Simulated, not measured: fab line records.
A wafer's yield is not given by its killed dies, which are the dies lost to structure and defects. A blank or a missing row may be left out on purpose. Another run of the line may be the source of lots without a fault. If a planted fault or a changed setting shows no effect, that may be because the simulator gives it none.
Chamber matching	flow gf180mcu	4 sister chambers for GF_V1_CMP_04 on cmp-01
The step polishes SiO2. 4 wafers are shown with their chamber, then 7 later ones without.

## WAFERS WITH THEIR CHAMBER
wafer	chamber	motorCurrentA (A)
L350.2	1	11.0
L351.3	2	10.8
L352.1	3	12.0
L352.3	0	13.0

## WAFERS WITHOUT THEIR CHAMBER
wafer	motorCurrentA (A)
L352.6	10.7
L361.4	11.1
L361.5	12.9
L361.6	12.6
L362.2	11.1
L362.3	13.2
L362.4	11.7

## WHICH CHAMBER EACH WENT THROUGH
wafer	from the rows above	in truth
L352.6	can't be placed: 2 or 1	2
L361.4	can't be placed: 1 or 2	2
L361.5	0	0
L361.6	can't be placed: 0 or 3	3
L362.2	can't be placed: 1 or 2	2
L362.3	0	0
L362.4	can't be placed: 3 or 1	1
Correct placement for 2 of the 7. These rows do not allow placing 5 (true chamber among the candidates in 5). Wrongly placed: 0.
How it was worked out, from the rows above alone: a wafer's distance from a chamber is the root of the sum, over the readings, of the square of ((its reading less the chamber's mean) divided by the reading's scatter). If the next closest chamber is less than 2 further off than the closest, the wafer can't be placed; otherwise it belongs to the closest. A chamber's mean is the mean of its shown wafers. The scatter (one wafer shown for each chamber): square how far every hidden wafer sits from the nearest shown wafer, average those squares and take the square root.
